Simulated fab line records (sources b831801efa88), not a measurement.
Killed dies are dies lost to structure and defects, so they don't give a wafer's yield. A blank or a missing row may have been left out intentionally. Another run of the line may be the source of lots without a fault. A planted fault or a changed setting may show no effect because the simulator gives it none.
Chamber matching || flow sfq line || SFQ_TRILAYER_I1_CMP_CMP_046 on cmp-02 has 4 sister chambers
The step polishes SiO2. 16 wafers are shown with their chamber, then 8 later ones without.

WAFERS WITH THEIR CHAMBER
{"wafer": "L919.4", "chamber": 2, "motor current A (A)": 8.7, "time to endpoint s (s)": 216}
{"wafer": "L919.2", "chamber": 0, "motor current A (A)": 8.9, "time to endpoint s (s)": 216}
{"wafer": "L919.5", "chamber": 2, "motor current A (A)": 8.8, "time to endpoint s (s)": 222}
{"wafer": "L922.1", "chamber": 1, "motor current A (A)": 9.9, "time to endpoint s (s)": 215}
{"wafer": "L922.3", "chamber": 2, "motor current A (A)": 8.5, "time to endpoint s (s)": 207}
{"wafer": "L922.4", "chamber": 0, "motor current A (A)": 9.0, "time to endpoint s (s)": 215}
{"wafer": "L929.3", "chamber": 3, "motor current A (A)": 9.1, "time to endpoint s (s)": 219}
{"wafer": "L929.4", "chamber": 2, "motor current A (A)": 8.8, "time to endpoint s (s)": 220}
{"wafer": "L929.5", "chamber": 1, "motor current A (A)": 9.6, "time to endpoint s (s)": 217}
{"wafer": "L930.3", "chamber": 1, "motor current A (A)": 9.3, "time to endpoint s (s)": 209}
{"wafer": "L930.2", "chamber": 3, "motor current A (A)": 8.5, "time to endpoint s (s)": 223}
{"wafer": "L930.5", "chamber": 0, "motor current A (A)": 8.7, "time to endpoint s (s)": 221}
{"wafer": "L938.2", "chamber": 0, "motor current A (A)": 9.0, "time to endpoint s (s)": 199}
{"wafer": "L938.3", "chamber": 3, "motor current A (A)": 8.7, "time to endpoint s (s)": 193}
{"wafer": "L938.4", "chamber": 2, "motor current A (A)": 8.9, "time to endpoint s (s)": 202}
{"wafer": "L940.2", "chamber": 2, "motor current A (A)": 8.9, "time to endpoint s (s)": 208}

SIGNATURES, as means of the wafers listed above
{"reading": "motor current A", "chamber 0": 8.900, "chamber 1": 9.600, "chamber 2": 8.767, "chamber 3": 8.767, "scatter within a chamber": 0.212}
{"reading": "time to endpoint s", "chamber 0": 212.75, "chamber 1": 213.67, "chamber 2": 212.50, "chamber 3": 211.67, "scatter within a chamber": 9.82}
Rule: for a wafer and a chamber, the distance is found by dividing, reading by reading, the gap between the wafer's reading and the chamber's mean by the reading's scatter, squaring, summing and taking the root. If the next closest chamber is less than 2 further off than the closest, the wafer can't be placed; otherwise it belongs to the closest. The scatter: the root of (the sum of the squares of (reading less its chamber's mean) over the shown wafers, divided by (wafers less chambers)).

WAFERS MISSING THEIR CHAMBER
{"wafer": "L940.4", "motor current A (A)": 9.3, "time to endpoint s (s)": 216}
{"wafer": "L940.5", "motor current A (A)": 9.0, "time to endpoint s (s)": 226}
{"wafer": "L941.1", "motor current A (A)": 8.9, "time to endpoint s (s)": 190}
{"wafer": "L941.5", "motor current A (A)": 9.1, "time to endpoint s (s)": 196}
{"wafer": "L941.6", "motor current A (A)": 8.5, "time to endpoint s (s)": 196}
{"wafer": "L942.1", "motor current A (A)": 9.6, "time to endpoint s (s)": 214}
{"wafer": "L942.3", "motor current A (A)": 8.6, "time to endpoint s (s)": 218}
{"wafer": "L942.5", "motor current A (A)": 8.8, "time to endpoint s (s)": 221}

THE CHAMBER EACH PASSED THROUGH
{"wafer": "L940.4", "from the rows above": "can't be placed: 1 or 0 or 2 or 3", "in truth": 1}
{"wafer": "L940.5", "from the rows above": "can't be placed: 0 or 2 or 3 or 1", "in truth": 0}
{"wafer": "L941.1", "from the rows above": "can't be placed: 3 or 0 or 2 or 1", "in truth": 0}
{"wafer": "L941.5", "from the rows above": "can't be placed: 0 or 3 or 2 or 1", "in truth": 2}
{"wafer": "L941.6", "from the rows above": "can't be placed: 3 or 2 or 0", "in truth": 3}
{"wafer": "L942.1", "from the rows above": 1, "in truth": 1}
{"wafer": "L942.3", "from the rows above": "can't be placed: 2 or 3 or 0", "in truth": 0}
{"wafer": "L942.5", "from the rows above": "can't be placed: 2 or 3 or 0", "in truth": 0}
Correct placement for 1 of the 8. Cannot be placed on the basis of these rows: 7; the candidates contain the true chamber in 7. Wrongly placed: 0.
